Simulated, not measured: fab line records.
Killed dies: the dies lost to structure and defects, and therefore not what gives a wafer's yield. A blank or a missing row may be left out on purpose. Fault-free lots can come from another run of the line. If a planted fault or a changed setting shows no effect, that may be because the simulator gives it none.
Struck lot and sound lot, side by side -- flow gf180mcu -- 14 steps out of a route of 602
Sound: these wafers, L769.1, L769.2, L769.3. Wafers struck: L767.1, L767.2, L767.5. The cause comes at the end.
Each step with rows lists, per side, the tool, then ch with its chambers, then its first start. Under that, the readings that differ: sound wafers -- struck wafers -- difference of the means -- sigmas: that difference in standard deviations of wafers without a fault.
alike: words and numbers the same on both sides, and readings whose means are apart by under 2 such deviations; not compared: readings that were withheld, readings missing a value for some wafer, numbers with overlapping values and no deviation given by the record, and bounds like >300 which may hide the same value.
A row with sigmas, a row that says differs or no value, or rows on one side alone: a step with any of these is where the two part. Non-overlapping numbers with no deviation appear without sigmas and do not part them. Lack of a reading on every wafer of one side parts them only where that side has two or more wafers.

first, 3 steps without rows for these wafers: GF_MVPSD_EXPOSE_04 (exposes mask MVPSD, target cd 1000 nm); GF_MVPSD_PEB_05; GF_MVPSD_DEVELOP_06 (develop time 60 s).
GF_MVPSD_OVL_MEAS_07:
  struck on overlay-01, day 8 00:25; sound on overlay-02, day 8 12:37
  alike: MVPSD_OVL
then, 2 steps without rows for these wafers: GF_MVPSD_IMPLANT_08; GF_MVPSD_IMPLANT_09.
GF_MVPSD_STRIP_10: strips in O2/N2.
  sound on plasma-asher-04 ch 0,1, day 8 12:57; struck on plasma-asher-01 ch 0,1, day 8 00:45
reading,sound,struck,difference,sigmas
drypump-motor-current-A (A),5.31 5.23 5.23,6.03 5.60 6.01,+0.62,+2
  alike: heater-power-w, oes-product-au, strip-time-to-endpoint-s
  not compared: rf-hours-counter-h
GF_MVPSD_TW_MEAS_11:
  struck on film-metro-03, day 8 00:51; sound on film-metro-04, day 8 13:07
reading,sound,struck,difference,sigmas
MVPSD_TW,550 550 551,564 561 562,+12,+2
then, 4 steps without rows for these wafers: GF_VT_IMPLANT_DEHYDRATE_00 (time 60 s); GF_VT_IMPLANT_HMDS_01 (prime time 60 s); GF_VT_IMPLANT_COAT_02 (resist thk 1000 nm); GF_VT_IMPLANT_SOFTBAKE_03 (time 60 s).
GF_VT_IMPLANT_EXPOSE_04: exposes mask LVPWELL LV AREA, target cd 600 nm.
  sound on iline-stepper-01 ch 0, day 8 21:43; struck on iline-stepper-01, day 8 08:25
  no value came back on the struck wafers for exposure-dose-mJ-cm2, focus-offset-nm (nm); on the sound wafers exposure-dose-mJ-cm2 reads 140.26 140.39 140.25
  alike: mask
after that, 1 step had no rows for these wafers: GF_VT_IMPLANT_PEB_05.

## WHERE THEY PART
First at GF_MVPSD_STRIP_10; last, within this record, at GF_VT_IMPLANT_EXPOSE_04.

WHY: whatever the simulator had introduced
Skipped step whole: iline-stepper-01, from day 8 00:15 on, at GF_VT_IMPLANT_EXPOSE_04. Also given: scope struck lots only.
